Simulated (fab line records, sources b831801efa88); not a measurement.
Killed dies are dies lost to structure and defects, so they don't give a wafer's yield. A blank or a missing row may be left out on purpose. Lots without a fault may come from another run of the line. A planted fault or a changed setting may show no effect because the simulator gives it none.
Which tool did it? | flow sky130 | 12 lots, 36 wafers sampled, at 2 steps of a route of 708

WHAT THE GAUGES READ, wafer by wafer
SKY_VIA2_RS_MEAS_22: measures by four-point-probe.
lot  | measured     | on            | VIA2_W_RS (ohm/sq)
L075 | day 36 20:59 | film_metro-04 | 0.2748 0.2733 0.2767
L077 | day 37 13:20 | film_metro-02 | 0.2700 0.2696 0.2742
L079 | day 38 11:11 | film_metro-04 | 0.2699 0.2691 0.2699
L081 | day 38 14:12 | film_metro-02 | 0.2696 0.2726 0.2714
L083 | day 39 21:03 | film_metro-04 | 0.2713 0.2690 0.2717
L085 | day 40 03:50 | film_metro-04 | 0.2708 0.2769 0.2768
L087 | day 41 04:04 | film_metro-02 | 0.2796 0.2725 0.2700
L090 | day 41 12:44 | film_metro-01 | 0.2731 0.2701 0.2686
L091 | day 41 16:16 | film_metro-02 | 0.2678 0.2711 0.2753
L093 | day 42 08:30 | film_metro-04 | 0.2734 0.2723 0.2785
L095 | day 43 01:24 | film_metro-02 | 0.2669 0.2735 0.2691
L097 | day 43 06:22 | film_metro-02 | 0.2753 0.2728 0.2755

WHICH TOOL RAN EACH LOT (tool, then ch and the chambers of the sampled wafers, then the start)
lot  | SKY_LOCAL_INTERCONNECT_SPUTTER_00
L075 | pvd_sputter-04, day 29 17:11
L077 | pvd_sputter-02, day 30 10:16
L079 | pvd_sputter-02, day 31 12:11
L081 | pvd_sputter-04, day 31 13:45
L083 | pvd_sputter-04, day 32 22:54
L085 | pvd_sputter-02, day 33 04:12
L087 | pvd_sputter-04, day 34 06:47
L090 | pvd_sputter-04, day 34 17:35
L091 | pvd_sputter-04, day 34 22:15
L093 | pvd_sputter-02, day 35 14:51
L095 | pvd_sputter-04, day 36 08:18
L097 | pvd_sputter-03, day 36 15:57
- SKY_LOCAL_INTERCONNECT_SPUTTER_00: material TiN, target thk 100 nm, time 83.3 s.

THE ANSWER, worked out from the rows above alone
Rule: what is usual is taken from the lots themselves. Put in order of their means at a reading, lots are off if they are a third of the lots or fewer, leave a main group of 4 or more, and stand apart from it by a gap of 3 or more times the standard deviation of the main group's means; of several such gaps the widest counts. A main group whose means are all the same, to the digits that the tables above print for the reading, isn't used. A lot without any number at a reading at which 4 lots or more have one is off too. The other lots that the step has rows for count as sound.
No lot is off at any reading shown: from this, nothing can be told.

WHAT THE SIMULATOR HAD PUT IN
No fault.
